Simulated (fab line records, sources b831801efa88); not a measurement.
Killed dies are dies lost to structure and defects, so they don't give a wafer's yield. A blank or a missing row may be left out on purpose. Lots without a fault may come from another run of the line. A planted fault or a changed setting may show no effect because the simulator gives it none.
fab line records | flow sfq_line
record lots=7 wafers=21 last_day=80
route steps=325 shown M7@285 I7@296
lots that met no fault: from a run of the same line without faults
start_h: hours from the record's first day to the start of the lot's first wafer shown | wait_h: hours since the lot's step before | " the same as in the row above | L1.1+2: a row that stands for several wafers | - no value, or no start given | * or withheld: withheld | < > ~ a bound
route shown NAME@n: a module of which the file shows steps, and the number in the route of the first | usual: mean/standard deviation of fault-free wafers | same: alike in all rows | chamber/n: place in a boat | sites: the reading at each site | _std_site: their standard deviation | _edge_site: outer sites' mean less inner sites' | radius_mm: how far each site lies from the wafer's centre | mask NAME#n: copy n | behind: the tool/chamber that last shaped the wafer | hold: why the lot was held/for how many hours/how that ended | device: the transistor (n, p or np) that didn't switch | end of line: the same wafers' tests at the end of the route | a step without rows: its recipe alone | killed: dies lost to structure and defects at the first sort, not the wafer's yield | map: a wafer's dies, x killed, . not, _ none there
set.NAME: the setting as run; set.NAME@STEP: as run at that earlier step | model.NAME: the simulator's own value behind a step, which no gauge read
lots at some steps of the route; a table a step, a row a wafer
services: from which hour (start_h, from the record's first day; less than 0 if before it) a tool's chamber was out of use, for how many hours, and why
## steps
# step SFQ_TRILAYER_M7_LITHO_COAT_182
# recipe resist=BARC spin_rpm=3000 resist_thk_nm=62
# step SFQ_TRILAYER_M7_LITHO_COAT_177
# recipe resist=KrF spin_rpm=3000 resist_thk_nm=600
# step SFQ_TRILAYER_M7_LITHO_SOFTBAKE_181
# recipe temp_c=withheld time_s=withheld resist=KrF
# step SFQ_TRILAYER_M7_LITHO_EXPOSE_178
# recipe mask_id=M7 na=0.6 source_shape=conventional sigma_outer=0.65 target_cd_nm=500 dose_mj=14.4
# step SFQ_TRILAYER_M7_LITHO_PEB_180
# recipe peb_temp_c=115 peb_time_s=60 resist=KrF
# step SFQ_TRILAYER_M7_LITHO_DEVELOP_179
# recipe time_s=60 resist=KrF
# step SFQ_M7_OVL_MEAS_945
# usual M7_OVL=2/5
# columns lot.wafer tool chamber start_h wait_h M7_OVL[nm]
L331.1 overlay-01 - 1654.97 0.1 2
L331.4 " - " " 5
L331.5 " - " " 6
L340.3 overlay-01 - 1834.99 0.1 7
L340.4 " - " " 8
L340.6 " - " " 0
L342.1 overlay-01 - 1843.38 0.1 4
L342.2 " - " " 6
L342.3 " - " " 3
L343.2 overlay-01 - 1848.18 0.1 6
L343.3 " - " " 9
L343.4 " - " " 4
L345.1 overlay-01 - 1851.78 0.1 -8
L345.4 " - " " -9
L345.5 " - " " -7
L352.1 overlay-01 - 1879.50 0.1 1
L352.3 " - " " -4
L352.5 " - " " -2
L354.1 overlay-02 - 1883.10 0.1 4
L354.2 " - " " 4
L354.5 " - " " -4
# step SFQ_TRILAYER_M7_BARC_OPEN_METAL_ETCH_229
# recipe mask_material=PR chemistry=O2 target_depth_nm=125 target=BARC icp_w=600 bias_w=80 pressure_mtorr=10 time_s=41.7
# usual drypump_motor_current_A=6.0/0.45 he_backside_leak_sccm=3.4/0.36 oes_product_au=0.685/0.0048
# columns lot.wafer tool chamber start_h wait_h drypump_motor_current_A he_backside_leak_sccm oes_product_au rf_hours_counter_h
L331.1 rie_metal-01 1 1655.01 0.0 6.3 3.6 0.683 128
L331.4 " 1 " " 6.3 3.6 0.684 -
L331.5 " 0 " " 5.3 3.2 0.697 -
L340.3 rie_metal-01 1 1835.03 0.0 6.3 3.6 0.681 -
L340.4 " 0 " " 5.3 3.3 0.683 -
L340.6 " 1 " " 6.3 3.4 0.683 -
L342.1 rie_metal-02 0 1843.41 0.0 6.5 3.4 0.680 6
L342.2 " 1 " " 6.3 3.1 0.683 47
L342.3 " 0 " " 6.5 3.5 0.678 -
L343.2 rie_metal-03 1 1848.21 0.0 6.1 3.5 0.689 0
L343.3 " 0 " " 5.5 3.4 0.682 -
L343.4 " 1 " " 6.1 3.7 0.689 -
L345.1 rie_metal-02 1 1851.81 0.0 6.3 3.3 0.684 49
L345.4 " 0 " " 6.5 3.6 0.693 -
L345.5 " 1 " " 6.3 3.3 0.687 -
L352.1 rie_metal-01 0 1879.54 0.0 5.3 3.3 0.692 35
L352.3 " 0 " " 5.3 3.2 0.674 -
L352.5 " 1 " " 6.3 3.4 0.686 -
L354.1 rie_metal-03 1 1883.14 0.0 6.1 3.7 0.686 6
L354.2 " 0 " " 5.5 3.4 0.684 91
L354.5 " 1 " " 6.1 3.8 0.682 -
# step SFQ_TRILAYER_M7_ETCH_METAL_ETCH_180
# recipe target=Nb stop_on=SiO2 mask_material=PR chemistry=Cl2/Ar target_depth_nm=240 icp_w=600 bias_w=80 pressure_mtorr=10 time_s=120
# usual drypump_motor_current_A=6.0/0.45 he_backside_leak_sccm=3.43/0.27 oes_product_au=0.893/0.0079
# columns lot.wafer tool chamber start_h wait_h drypump_motor_current_A he_backside_leak_sccm oes_product_au rf_hours_counter_h
L331.1 rie_metal-01 1 1655.07 0.0 6.3 3.47 0.888 128
L331.4 " 1 " " 6.3 3.46 0.900 -
L331.5 " 0 " " 5.3 3.51 0.895 -
L340.3 rie_metal-01 1 1835.11 0.1 6.3 3.36 0.898 -
L340.4 " 0 " " 5.3 3.27 0.897 -
L340.6 " 1 " " 6.3 3.40 0.898 -
L342.1 rie_metal-02 0 1843.47 0.0 6.5 3.40 0.889 6
L342.2 " 1 " " 6.3 3.22 0.886 47
L342.3 " 0 " " 6.5 3.33 0.903 -
L343.2 rie_metal-03 1 1848.27 0.0 6.1 3.46 0.906 0
L343.3 " 0 " " 5.5 3.42 0.897 -
L343.4 " 1 " " 6.1 3.48 0.891 -
L345.1 rie_metal-02 1 1851.87 0.0 6.3 3.16 0.885 49
L345.4 " 0 " " 6.5 3.47 0.878 -
L345.5 " 1 " " 6.3 3.20 0.882 -
L352.1 rie_metal-01 0 1879.60 0.0 5.3 3.38 0.901 35
L352.3 " 0 " " 5.3 3.29 0.904 -
L352.5 " 1 " " 6.3 3.49 0.899 -
L354.1 rie_metal-03 1 1883.20 0.0 6.1 3.46 0.885 7
L354.2 " 0 " " 5.5 3.30 0.887 91
L354.5 " 1 " " 6.1 3.43 0.885 -
# step SFQ_TRILAYER_M7_STRIP_STRIP_181
# recipe gas=O2 power_w=200 platen_temp_c=40 overash_fraction=0.65 chemistry=O2 pressure_mtorr=50
# usual drypump_motor_current_A=6.0/0.45 he_backside_leak_sccm=3.40/0.27 oes_product_au=0.997/0.009
# columns lot.wafer tool chamber start_h wait_h drypump_motor_current_A he_backside_leak_sccm oes_product_au rf_hours_counter_h
L331.1 rie_metal-01 1 1655.19 0.1 6.3 3.60 0.997 128
L331.4 " 1 " " 6.3 3.53 1.005 -
L331.5 " 0 " " 5.3 3.26 0.983 -
L340.3 rie_metal-01 1 1835.40 0.2 6.3 3.48 1.006 -
L340.4 " 0 " " 5.3 3.39 0.978 -
L340.6 " 1 " " 6.3 3.52 1.011 -
L342.1 rie_metal-02 0 1843.60 0.1 6.5 3.34 0.998 6
L342.2 " 1 " " 6.3 3.19 0.996 48
L342.3 " 0 " " 6.5 3.48 1.006 -
L343.2 rie_metal-03 1 1848.40 0.1 6.1 3.34 0.985 1
L343.3 " 0 " " 5.5 3.43 0.992 -
L343.4 " 1 " " 6.1 3.71 0.983 -
L345.1 rie_metal-02 1 1852.00 0.1 6.3 3.23 0.995 49
L345.4 " 0 " " 6.5 3.31 1.005 -
L345.5 " 1 " " 6.3 3.21 1.008 -
L352.1 rie_metal-01 0 1879.72 0.1 5.3 3.27 0.973 35
L352.3 " 0 " " 5.3 3.36 0.986 -
L352.5 " 1 " " 6.3 3.44 1.004 -
L354.1 rie_metal-03 1 1883.32 0.1 6.1 3.47 0.987 7
L354.2 " 0 " " 5.5 3.27 1.003 91
L354.5 " 1 " " 6.1 3.45 0.994 -
# step SFQ_TRILAYER_M7_STRIP_SOLV_CLEAN_182
# recipe chemistry=NMP temp_c=70 time_s=600
# step SFQ_TRILAYER_I7_DEP_PECVD_183
# recipe material=SiO2 temp_c=150 time_s=111.11 pressure_torr=2.4 rf_w=183.3 precursor=SiH4/N2O target_thk_nm=500
# usual heater_power_w=79/16 throttle_valve_pct=24.2/1.4
# columns lot.wafer tool chamber start_h wait_h heater_power_w throttle_valve_pct
L331.1 pecvd-01 1 1655.97 0.0 93 24.2
L331.4 " 2 " " 76 25.1
L331.5 " 0 " " 104 23.9
L340.3 pecvd-03 1 1835.97 0.0 64 25.5
L340.4 " 0 " " 71 27.4
L340.6 " 1 " " 68 25.2
L342.1 pecvd-01 0 1844.37 0.0 85 23.9
L342.2 " 1 " " 95 24.0
L342.3 " 2 " " 86 24.9
L343.2 pecvd-02 0 1849.17 0.0 67 24.3
L343.3 " 1 " " 65 21.8
L343.4 " 2 " " 77 22.6
L345.1 pecvd-03 1 1852.77 0.0 71 25.1
L345.4 " 2 " " 52 23.7
L345.5 " 0 " " 70 27.7
L352.1 pecvd-01 0 1880.50 0.0 97 24.1
L352.3 " 1 " " 102 24.0
L352.5 " 1 " " 105 24.2
L354.1 pecvd-01 2 1884.10 0.0 79 25.2
L354.2 " 1 " " 105 24.1
L354.5 " 1 " " 106 23.9
# step SFQ_TRILAYER_I7_CMP_CMP_184
# recipe material=SiO2 down_force_psi=3 platen_rpm=60 pad_velocity_m_s=0.94248
# usual motor_current_A=10.5/0.86 time_to_endpoint_s=218/8.9
# columns lot.wafer tool chamber start_h wait_h motor_current_A time_to_endpoint_s model.SiO2_of_TRILAYER_I7_DEP_PECVD_183.thk_nm
L331.4 cmp-01 2 1656.23 0.2 11.4 223 201
L331.1 " 1 1657.73 1.7 8.6 207 199.8
L331.5 " 3 1658.73 2.7 9.6 225 201.1
L340.4 cmp-02 1 1840.36 4.3 10.2 230 201.1
L340.3 " 2 " " 11.1 210 200
L340.6 " 1 1842.36 6.3 10.3 229 201.8
L342.1 cmp-01 3 1844.45 0.0 9.2 224 200.3
L342.3 " 1 1845.45 1.0 9.1 177 249.8
L342.2 " 2 " " 11.5 219 201
L343.2 cmp-01 1 1849.25 0.0 9.0 223 200
L343.3 " 2 " " 11.5 189 252
L343.4 " 3 " " 9.4 231 202.2
L345.4 cmp-01 3 1852.85 0.0 8.9 230 200.6
L345.1 " 0 " " 10.2 208 198.4
L345.5 " 0 1855.35 2.5 10.3 175 248.2
L352.3 cmp-02 2 1887.98 7.4 10.9 207 199.1
L352.1 " 3 " " 10.4 207 197.5
L352.5 " 1 1889.48 8.9 9.5 221 200.5
L354.1 cmp-02 0 1894.48 10.3 11.0 212 199.6
L354.2 " 1 " " 9.7 220 199.7
L354.5 " 2 " " 11.3 215 200
# step SFQ_I7_BOW_MEAS_946
# recipe mode=bow
# usual I7_BOW=10/11
# columns lot.wafer tool chamber start_h wait_h I7_BOW[um]
L331.1 film_metro-04 - 1659.23 1.0 -1
L331.4 " - " " 20
L331.5 " - " " 6
L340.3 film_metro-01 - 1842.90 1.5 6
L340.4 " - " " 23
L340.6 " - " " 12
L342.1 film_metro-03 - 1847.45 2.5 10
L342.2 " - " " 17
L342.3 " - " " 11
L343.2 film_metro-03 - 1852.27 2.5 17
L343.3 " - " " 8
L343.4 " - " " 23
L345.1 film_metro-04 - 1855.85 2.0 6
L345.4 " - " " -5
L345.5 " - " " -11
L352.1 film_metro-04 - 1890.48 1.5 14
L352.3 " - " " 33
L352.5 " - " " 14
L354.1 film_metro-04 - 1896.48 1.5 -10
L354.2 " - " " -2
L354.5 " - " " 1
# step SFQ_TRILAYER_I7_METRO_MEASURE_185
# usual thk_nm=200.5/1.4
# columns lot.wafer tool chamber start_h wait_h thk_nm
L331.1 film_metro-04 - 1659.35 0.1 200.0
L331.4 " - " " 201.0
L331.5 " - " " 201.2
L340.3 film_metro-01 - 1843.38 0.5 200.0
L340.4 " - " " 201.1
L340.6 " - " " 201.8
L342.1 film_metro-03 - 1847.57 0.1 200.3
L342.2 " - " " 201.0
L342.3 " - " " 249.9
L343.2 film_metro-03 - 1852.57 0.3 199.9
L343.3 " - " " 252.1
L343.4 " - " " 202.0
L345.1 film_metro-04 - 1855.97 0.1 198.4
L345.4 " - " " 200.7
L345.5 " - " " 248.1
L352.1 film_metro-04 - 1890.60 0.1 197.7
L352.3 " - " " 199.1
L352.5 " - " " 200.4
L354.1 film_metro-04 - 1896.60 0.1 199.6
L354.2 " - " " 199.7
L354.5 " - " " 199.9
# step SFQ_TRILAYER_I7_VIA_LITHO_COAT_192
# recipe resist=BARC spin_rpm=3000 resist_thk_nm=62
# step SFQ_TRILAYER_I7_VIA_LITHO_COAT_187
# recipe resist=KrF spin_rpm=3000 resist_thk_nm=650
# step SFQ_TRILAYER_I7_VIA_LITHO_SOFTBAKE_191
# recipe temp_c=withheld time_s=withheld resist=KrF
# step SFQ_TRILAYER_I7_VIA_LITHO_EXPOSE_188
# recipe mask_id=I7 na=0.6 source_shape=conventional sigma_outer=0.65 target_cd_nm=1000 dose_mj=21.3
# step SFQ_TRILAYER_I7_VIA_LITHO_PEB_190
# recipe peb_temp_c=115 peb_time_s=60 resist=KrF
# step SFQ_TRILAYER_I7_VIA_LITHO_DEVELOP_189
# recipe time_s=60 resist=KrF
# step SFQ_I7_OVL_MEAS_947
# usual I7_OVL=-4/4.3
# columns lot.wafer tool chamber start_h wait_h I7_OVL[nm]
L331.1 overlay-02 - 1720.95 0.1 -4
L331.4 " - " " 0
L331.5 " - " " -4
L340.3 overlay-02 - 1847.67 0.1 -13
L340.4 " - " " -2
L340.6 " - " " -4
L342.1 overlay-02 - 1852.46 0.1 -3
L342.2 " - " " 1
L342.3 " - " " -2
L343.2 overlay-02 - 1856.07 0.1 -6
L343.3 " - " " -3
L343.4 " - " " 2
L345.1 overlay-02 - 1859.66 0.1 -3
L345.4 " - " " -8
L345.5 " - " " -8
L352.1 overlay-01 - 1902.72 0.1 -8
L352.3 " - " " -10
L352.5 " - " " -5
L354.1 overlay-01 - 1905.12 0.1 -5
L354.2 " - " " -3
L354.5 " - " " -7
# step SFQ_TRILAYER_I7_VIA_BARC_OPEN_VIA_ETCH_260
# recipe mask_material=PR chemistry=O2 target_depth_nm=125 target=BARC source_w=500 bias_w=80 pressure_mtorr=30 time_s=41.7
# step SFQ_TRILAYER_I7_VIA_ETCH_VIA_ETCH_190
# recipe target=SiO2 stop_on=Nb mask_material=PR taper_deg=20 chemistry=CHF3 target_depth_nm=260 source_w=500 bias_w=80 pressure_mtorr=30 time_s=withheld
# usual drypump_motor_current_A=5.7/0.41 oes_product_au=0.856/0.0052
# columns lot.wafer tool chamber start_h wait_h drypump_motor_current_A oes_product_au model.I7.feature_depth_nm model.etch.depth_nm
L331.1 rie_diel-03 3 1721.03 0.0 5.5 0.851 199.8 199.8
L331.4 " 3 " " 5.5 0.861 201 201
L331.5 " 1 " " 5.9 0.857 201.1 201.1
L340.3 rie_diel-01 0 1847.74 0.0 6.6 0.852 200 200
L340.4 " 3 " " 6.0 0.857 201.1 201.1
L340.6 " 3 " " 6.0 0.852 201.8 201.8
L342.1 rie_diel-01 2 1852.54 0.0 5.6 0.846 200.3 200.3
L342.2 " 0 " " 6.6 0.863 201 201
L342.3 " 1 " " 6.2 0.973 249.8 249.8
L343.2 rie_diel-03 0 1856.14 0.0 5.8 0.859 200 200
L343.3 " 3 " " 5.5 0.979 252 252
L343.4 " 0 " " 5.8 0.859 202.2 202.2
L345.1 rie_diel-02 1 1859.74 0.0 5.5 0.861 198.4 198.4
L345.4 " 1 " " 5.6 0.855 200.6 200.6
L345.5 " 0 " " 5.3 0.976 248.2 248.2
L352.1 rie_diel-03 1 1902.80 0.0 5.9 0.849 197.5 197.5
L352.3 " 3 " " 5.5 0.851 199.1 199.1
L352.5 " 0 " " 5.8 0.850 200.5 200.5
L354.1 rie_diel-03 2 1905.20 0.0 5.2 0.856 199.6 199.6
L354.2 " 3 " " 5.5 0.857 199.7 199.7
L354.5 " 1 " " 5.9 0.852 200 200
# step SFQ_TRILAYER_I7_VIA_STRIP_STRIP_191
# recipe gas=O2 power_w=200 platen_temp_c=40 overash_fraction=0.65 chemistry=O2 pressure_mtorr=50
# usual drypump_motor_current_A=5.9/0.63 he_backside_leak_sccm=3.41/0.28 oes_product_au=1.003/0.01
# columns lot.wafer tool chamber start_h wait_h drypump_motor_current_A he_backside_leak_sccm oes_product_au rf_hours_counter_h
L331.1 rie_metal-02 1 1721.14 - 6.3 3.31 0.988 26
L331.4 " 1 " " 6.3 3.25 0.994 -
L331.5 " 0 " " 6.5 3.38 1.004 -
L340.3 rie_metal-04 1 1848.05 - 4.7 3.18 1.005 -
L340.4 " 0 " " 5.6 3.79 1.007 -
L340.6 " 0 " " 5.7 3.76 1.006 -
L342.1 rie_metal-04 0 1852.65 - 5.6 3.61 1.006 61
L342.2 " 1 " " 4.8 3.23 1.012 44
L342.3 " 1 " " 4.8 3.05 1.014 -
L343.2 rie_metal-04 1 1856.25 - 4.7 2.96 1.024 45
L343.3 " 0 " " 5.7 4.10 1.016 -
L343.4 " 1 " " 4.8 2.95 1.024 -
L345.1 rie_metal-01 1 1859.85 - 6.3 3.27 1.012 21
L345.4 " 0 " " 5.3 3.21 0.987 -
L345.5 " 1 " " 6.3 3.28 1.010 -
L352.1 rie_metal-02 0 1902.91 - 6.6 3.28 1.007 14
L352.3 " 0 " " 6.5 3.25 0.997 -
L352.5 " 0 " " 6.6 3.53 1.004 -
L354.1 rie_metal-02 1 1905.31 - 6.3 3.29 0.996 56
L354.2 " 0 " " 6.5 3.98 0.999 14
L354.5 " 1 " " 6.3 3.18 1.001 -
## services
# columns tool chamber start_h hours kind
rie_diel-03 1 1656.94 2.0 repair
cmp-01 - 1666.24 8.2 pm
rie_metal-02 1 1677.42 5.2 repair
pecvd-01 - 1682.10 0.9 repair
pecvd-01 1 1689.33 16.0 repair
film_metro-04 - 1709.96 1.4 pm
cmp-01 - 1732.12 1.4 repair
film_metro-04 - 1744.63 1.8 pm
pecvd-01 - 1748.05 0.3 repair
film_metro-04 - 1757.55 6.3 pm
rie_metal-01 1 1763.97 1.0 repair
rie_metal-04 - 1770.23 1.9 repair
cmp-02 - 1770.54 5.2 pm
rie_metal-04 - 1770.55 0.5 repair
rie_metal-01 - 1774.68 4.0 pm
cmp-02 - 1775.72 4.0 pm
cmp-02 - 1777.46 1.1 repair
cmp-02 - 1810.45 0.8 repair
rie_metal-02 - 1810.60 1.4 pm
cmp-02 - 1817.39 1.5 repair
rie_diel-03 1 1818.90 54.2 repair
cmp-01 - 1858.56 4.4 repair
film_metro-04 - 1862.59 0.6 pm
pecvd-01 - 1864.26 3.2 repair
## key
first_sign step=SFQ_TRILAYER_I7_CMP_CMP_184 reading=time_to_endpoint_s direction=down sigmas=4.2 usual=* struck=*
effect step=SFQ_TRILAYER_I7_METRO_MEASURE_185 reading=thk_nm direction=up sigmas=37 usual=200.5 struck=250.1
effect step=SFQ_TRILAYER_I7_VIA_ETCH_VIA_ETCH_190 reading=oes_product_au direction=up sigmas=23 usual=0.856 struck=0.976
model_effect step=SFQ_TRILAYER_I7_CMP_CMP_184 value=SiO2_of_TRILAYER_I7_DEP_PECVD_183.thk_nm without=200 struck=250
model_effect step=SFQ_TRILAYER_I7_VIA_ETCH_VIA_ETCH_190 value=I7.feature_depth_nm without=200 struck=250
met_at SFQ_TRILAYER_I7_CMP_CMP_184
struck_wafers L342.3,L343.3,L345.5
fault kind=process_parameter_drift tool=cmp-01 chamber=- onset_h=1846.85 steps=SFQ_TRILAYER_I7_CMP_CMP_184 channel=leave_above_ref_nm offset=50 shape=step end_h=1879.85 scope=struck_wafers_only acts_in=these_recipes_only stated=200
